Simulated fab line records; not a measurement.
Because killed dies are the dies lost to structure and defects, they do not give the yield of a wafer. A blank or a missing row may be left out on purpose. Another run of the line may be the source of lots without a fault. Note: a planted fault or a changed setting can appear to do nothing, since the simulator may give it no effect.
2 desks, one fault :: flow gf180mcu :: only its own numbers are on each desk; what lay behind them is given at the end

TOOL OWNER'S DESK, litho-track-02
The tool's own readings at GF_M3_PEB_12 (peb time 90 s): means of the sampled wafers that have a number, for each lot that ran on this tool. Marked OUT: a lot whose mean sits more than 4 standard deviations from the usual mean, which makes it out of limits; the brackets give that distance.
Columns: A = heater-power-total-W at GF_M3_PEB_12, usual 85.69 W; B = plate-temp-C at GF_M3_PEB_12, usual 134.97 C
lot: L802
first seen here: day 21 22:44
A: 85.67
B: 134.78

lot: L811
first seen here: day 25 02:44
A: 85.73
B: 134.96

lot: L815
first seen here: day 26 03:34
A: 88.37 (+30) OUT
B: 138.32 (+24) OUT

lot: L822
first seen here: day 28 03:10
A: 88.44 (+31) OUT
B: 138.09 (+22) OUT
This desk's finding: out of limits on L815, L822; first on L815, day 26 03:34 (heater-power-total-W at GF_M3_PEB_12). Within limits: L802, L811.

THE METROLOGY DESK
What the gauges read for every lot (on any tool): the sampled wafers with a number, averaged. Marked OUT: a lot whose mean sits more than 4 standard deviations from the usual mean, which makes it out of limits; the brackets give that distance.
Columns: A = cd-nm at GF_M3_CD_MEAS_14, usual 279.8 nm; B = V3_BOW at GF_V3_BOW_MEAS_05, usual 116 um
lot: L801
first seen here: day 21 08:08
A: 280.6
B: 122

lot: L802
first seen here: day 21 23:04
A: 280.2
B: 115

lot: L803
first seen here: day 22 02:22
A: 280.3
B: 117

lot: L806
first seen here: day 23 03:53
A: 281.6
B: 114

lot: L807
first seen here: day 23 10:16
A: 280.5
B: 119

lot: L809
first seen here: day 24 08:50
A: 280.5
B: 113

lot: L811
first seen here: day 25 03:04
A: 280.6
B: 106

lot: L812
first seen here: day 25 05:52
A: 279.6
B: 116

lot: L815
first seen here: day 26 03:55
A: 272.5 (-7.3) OUT
B: 121

lot: L822
first seen here: day 28 03:29
A: 272.8 (-7.0) OUT
B: 125

lot: L823
first seen here: day 28 18:11
A: 281.0
B: 117

lot: L824
first seen here: day 28 22:47
A: 277.1
B: 103
This desk's finding: out of limits on L815, L822; first on L815, day 26 03:55 (cd-nm at GF_M3_CD_MEAS_14). Within limits: L801, L802, L803, L806, L807, L809, L811, L812, L823, L824.

PUT TOGETHER
An alarm could have come from the tool owner's desk at day 26 03:34, on L815, L822.
L815, L822 would have let the metrology desk raise an alarm at day 26 03:55.
All the named lots went through GF_M3_PEB_12 on litho-track-02.

WHAT WAS PUT IN BY THE SIMULATOR
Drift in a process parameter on litho-track-02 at GF_M3_PEB_12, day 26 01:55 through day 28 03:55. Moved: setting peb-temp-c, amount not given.
Struck lots among those shown: L815, L822.
Delay (hours) between the fault's onset and each desk's first out-of-limits reading: 2 at the tool owner's desk, 2 at the metrology desk.
